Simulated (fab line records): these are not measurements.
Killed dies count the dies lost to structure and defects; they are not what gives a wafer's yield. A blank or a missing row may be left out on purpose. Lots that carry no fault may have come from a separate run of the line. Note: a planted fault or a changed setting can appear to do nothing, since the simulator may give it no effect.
Which tool is to blame? | flow sky130 | 14 lots, 42 wafers sampled, at 4 steps of a route of 708

## WHAT THE GAUGES SHOWED, per wafer
The record holds no reading of a measuring or inspecting step that can be judged against a usual standard deviation.

## TOOL THAT RAN EACH LOT (tool first, then ch and the chambers of the sampled wafers, then the start)
lot  | SKY_FIELD_ISO_ETCH_14            | SKY_FIELD_ISO_STRIP_16             | SKY_FIELD_ISO_WET_ETCH_18     | SKY_NWELL_RTA_28
L275 | rieDiel-01 ch 0,2,3, day 2 04:05 | plasmaAsher-02 ch 0,1, day 2 04:11 | wetBench-04 ch 2, day 2 04:22 | rtpAnneal-01 ch 0, day 5 04:14
L276 | rieDiel-01 ch 0,1,2, day 2 12:32 | plasmaAsher-04 ch 0,1, day 2 12:40 | wetBench-04 ch 3, day 2 12:49 | rtpAnneal-02 ch 0, day 5 14:07
L277 | rieDiel-01 ch 0,1, day 2 15:21   | plasmaAsher-01 ch 1, day 2 15:27   | wetBench-01 ch 2, day 2 15:37 | rtpAnneal-01 ch 0, day 5 19:24
L278 | rieDiel-01 ch 1,3, day 2 21:36   | plasmaAsher-01 ch 0,1, day 2 21:42 | wetBench-03 ch 2, day 2 21:52 | rtpAnneal-01 ch 0, day 6 02:33
L279 | rieDiel-01 ch 0,1,3, day 3 04:56 | plasmaAsher-02 ch 0,1, day 3 05:02 | wetBench-01 ch 2, day 3 05:12 | rtpAnneal-01 ch 0, day 6 07:27
L280 | rieDiel-02 ch 2,3, day 3 07:50   | plasmaAsher-04 ch 0,1, day 3 07:56 | wetBench-03 ch 0, day 3 08:07 | rtpAnneal-02 ch 0, day 6 14:25
L282 | rieDiel-01 ch 0,2,3, day 3 17:23 | plasmaAsher-04 ch 0,1, day 3 17:29 | wetBench-01 ch 1, day 3 17:39 | rtpAnneal-01 ch 0, day 7 08:04
L284 | rieDiel-01 ch 0,1, day 4 04:12   | plasmaAsher-04 ch 0,1, day 4 04:20 | wetBench-03 ch 0, day 4 04:28 | rtpAnneal-01 ch 0, day 7 15:13
L287 | rieDiel-03 ch 0,2,3, day 4 20:44 | plasmaAsher-02 ch 0,1, day 4 20:50 | wetBench-04 ch 3, day 4 21:00 | -
L288 | rieDiel-02 ch 0,1, day 5 03:17   | plasmaAsher-04 ch 0,1, day 5 03:23 | wetBench-03 ch 1, day 5 03:33 | -
L291 | rieDiel-03 ch 2,3, day 5 15:02   | plasmaAsher-01 ch 0,1, day 5 15:10 | wetBench-03 ch 2, day 5 15:18 | rtpAnneal-02 ch 0, day 9 09:40
L295 | rieDiel-02 ch 1,2,3, day 6 13:54 | plasmaAsher-02 ch 0,1, day 6 14:00 | wetBench-04 ch 1, day 6 14:10 | rtpAnneal-01 ch 0, day 10 10:56
L296 | rieDiel-03 ch 0,2,3, day 6 18:50 | plasmaAsher-04 ch 0,1, day 6 18:56 | wetBench-01 ch 1, day 6 19:06 | rtpAnneal-02 ch 0, day 10 20:50
L298 | rieDiel-01 ch 1,3, day 7 03:47   | plasmaAsher-01 ch 0,1, day 7 03:53 | wetBench-03 ch 3, day 7 04:03 | rtpAnneal-01 ch 0, day 11 02:11
- SKY_FIELD_ISO_ETCH_14: etches BARC in N2/H2, stops on SiO2, time 45.9 s, target depth 60 nm.
- SKY_FIELD_ISO_STRIP_16: strips in O2/N2.
- SKY_FIELD_ISO_WET_ETCH_18: etches Si3N4 in H3PO4, target depth 25 nm, time 286 s.
- SKY_NWELL_RTA_28: time 30 s.

## AS READ BY THE TOOLS THEMSELVES (means over the sampled wafers that have a number; for cases with no such wafer, the mark the record gives instead)
SKY_FIELD_ISO_ETCH_14. Usual: biasW 99.95 W, standard deviation 0.24; chamberPressureMTorr 29.996 mTorr, standard deviation 0.025; drypumpMotorCurrentA 5.9 A, standard deviation 0.38; oesProductAu 0.855 a.u., standard deviation 0.0047; throttleValvePct 13.225 %, standard deviation 0.0094.
lot  | tool       | biasW (W) | chamberPressureMTorr (mTorr) | drypumpMotorCurrentA (A) | oesProductAu (a.u.) | throttleValvePct (%) | flag
L275 | rieDiel-01 | 99.61     | 29.982                       | 5.9                      | 0.855               | 13.217               | 
L276 | rieDiel-01 | 99.84     | 29.996                       | 5.9                      | 0.856               | 13.231               | 
L277 | rieDiel-01 | 100.00    | 29.982                       | 6.1                      | 0.854               | 13.229               | 
L278 | rieDiel-01 | 99.99     | 29.993                       | 6.0                      | 0.854               | 13.232               | 
L279 | rieDiel-01 | 99.86     | 30.003                       | 6.1                      | 0.852               | 13.226               | 
L280 | rieDiel-02 | 100.07    | 29.994                       | 6.0                      | 0.853               | 13.227               | 
L282 | rieDiel-01 | 100.03    | 29.981                       | 5.9                      | 0.858               | 13.221               | 
L284 | rieDiel-01 | 99.93     | 30.007                       | 6.1                      | 0.856               | 13.231               | 
L287 | rieDiel-03 | 99.73     | 30.011                       | 5.6                      | 0.855               | 13.211               | 
L288 | rieDiel-02 | 99.98     | 29.997                       | 6.4                      | 0.857               | 13.218               | 
L291 | rieDiel-03 | 99.96     | 29.987                       | 5.8                      | 0.854               | 13.226               | 
L295 | rieDiel-02 | 99.96     | 29.999                       | 6.1                      | 0.855               | 13.229               | 
L296 | rieDiel-03 | 100.02    | 29.986                       | 5.6                      | 0.858               | 13.230               | 
L298 | rieDiel-01 | 99.77     | 30.008                       | 6.0                      | 0.847               | 13.227               | 

SKY_FIELD_ISO_STRIP_16. Usual: chamberPressureMTorr 1500.2 mTorr, standard deviation 1.4; drypumpMotorCurrentA 5.7 A, standard deviation 0.71; oesProductAu 0.378 a.u., standard deviation 0.0048; stripTimeToEndpointS 3.55 s, standard deviation 0.032.
lot  | tool           | chamberPressureMTorr (mTorr) | drypumpMotorCurrentA (A) | oesProductAu (a.u.) | stripTimeToEndpointS (s) | flag
L275 | plasmaAsher-02 | 1498.8                       | 6.0                      | 0.378               | 3.54                     | 
L276 | plasmaAsher-04 | 1499.9                       | 6.2                      | 0.375               | 3.53                     | 
L277 | plasmaAsher-01 | 1499.7                       | 5.2                      | 0.377               | 3.51                     | 
L278 | plasmaAsher-01 | 1500.4                       | 5.1                      | 0.376               | 3.56                     | 
L279 | plasmaAsher-02 | 1502.0                       | 6.0                      | 0.378               | 3.55                     | 
L280 | plasmaAsher-04 | 1500.9                       | 5.6                      | 0.387               | 3.55                     | 
L282 | plasmaAsher-04 | 1500.8                       | 5.6                      | 0.379               | 3.53                     | 
L284 | plasmaAsher-04 | 1499.7                       | 6.2                      | 0.376               | 3.55                     | 
L287 | plasmaAsher-02 | 1500.5                       | 6.2                      | 0.378               | 3.56                     | 
L288 | plasmaAsher-04 | 1500.9                       | 6.2                      | 0.381               | 3.58                     | 
L291 | plasmaAsher-01 | 1499.4                       | 5.0                      | 0.380               | 3.53                     | 
L295 | plasmaAsher-02 | 1498.6                       | 6.3                      | 0.380               | 3.58                     | 
L296 | plasmaAsher-04 | 1500.0                       | 6.2                      | 0.378               | 3.55                     | 
L298 | plasmaAsher-01 | 1500.7                       | 5.1                      | 0.378               | 3.58                     | 

SKY_FIELD_ISO_WET_ETCH_18. Usual: bathGuardTempC 159.9 C, standard deviation 0.66; bathHeatDutyPct 27.4 %, standard deviation 2.
lot  | tool        | bathGuardTempC (C) | bathHeatDutyPct (%) | flag
L275 | wetBench-04 | 160.3              | 27.0                | 
L276 | wetBench-04 | 160.5              | 28.4                | 
L277 | wetBench-01 | 159.9              | 26.9                | 
L278 | wetBench-03 | 159.5              | 24.2                | 
L279 | wetBench-01 | 159.8              | 26.7                | 
L280 | wetBench-03 | 160.5              | 27.6                | 
L282 | wetBench-01 | 159.1              | 28.7                | 
L284 | wetBench-03 | 160.5              | 27.7                | 
L287 | wetBench-04 | -                  | -                   | OFF
L288 | wetBench-03 | -                  | -                   | OFF
L291 | wetBench-03 | 159.6              | 24.0                | 
L295 | wetBench-04 | 159.6              | 22.7                | 
L296 | wetBench-01 | 159.0              | 28.9                | 
L298 | wetBench-03 | 160.2              | 26.9                | 

SKY_NWELL_RTA_28. Usual: lampPowerPct 25.30 %, standard deviation 0.055; rampDownCPerS 89.999, standard deviation 0.017; wafer_temp_C_max 1054.9, standard deviation 1.
lot  | tool         | lampPowerPct (%) | rampDownCPerS | wafer_temp_C_max | flag
L275 | rtpAnneal-01 | 25.26            | 90.011        | 1054.8           | 
L276 | rtpAnneal-02 | 25.24            | 89.999        | 1055.3           | 
L277 | rtpAnneal-01 | 25.32            | 90.003        | 1054.9           | 
L278 | rtpAnneal-01 | 25.33            | 89.997        | 1055.5           | 
L279 | rtpAnneal-01 | 25.30            | 89.996        | 1054.6           | 
L280 | rtpAnneal-02 | 25.29            | 89.995        | 1054.4           | 
L282 | rtpAnneal-01 | 25.31            | 90.000        | 1055.1           | 
L284 | rtpAnneal-01 | 25.35            | 89.993        | 1055.6           | 
L291 | rtpAnneal-02 | 25.31            | 89.989        | 1054.6           | 
L295 | rtpAnneal-01 | 25.29            | 89.994        | 1054.2           | 
L296 | rtpAnneal-02 | 25.31            | 89.989        | 1054.5           | 
L298 | rtpAnneal-01 | 25.29            | 89.981        | 1054.7           | 

## THE ANSWER, worked out from the rows above alone
Rule: a lot counts as off when the mean over its wafers that have a number is more than 3 standard deviations away from the usual mean. Also off: a lot with no number at a reading for which 4 or more lots have one. All remaining lots with rows at the step are treated as sound. First the gauges in route order, then the tools' own readings, where a lot's mean is used as printed above. At the first step where some lot is off, the reading lying furthest off is the one used; lots without a number count as furthest.
Off, at SKY_FIELD_ISO_WET_ETCH_18 on bathGuardTempC: L287, L288. Without a number there: L287, L288.
If a tool, at that step or one of the process steps before it, ran each lot that is off and ran no sound lot following the first of them, it fits. None of those tried fits.

## WHAT THE SIMULATOR HAD PUT IN
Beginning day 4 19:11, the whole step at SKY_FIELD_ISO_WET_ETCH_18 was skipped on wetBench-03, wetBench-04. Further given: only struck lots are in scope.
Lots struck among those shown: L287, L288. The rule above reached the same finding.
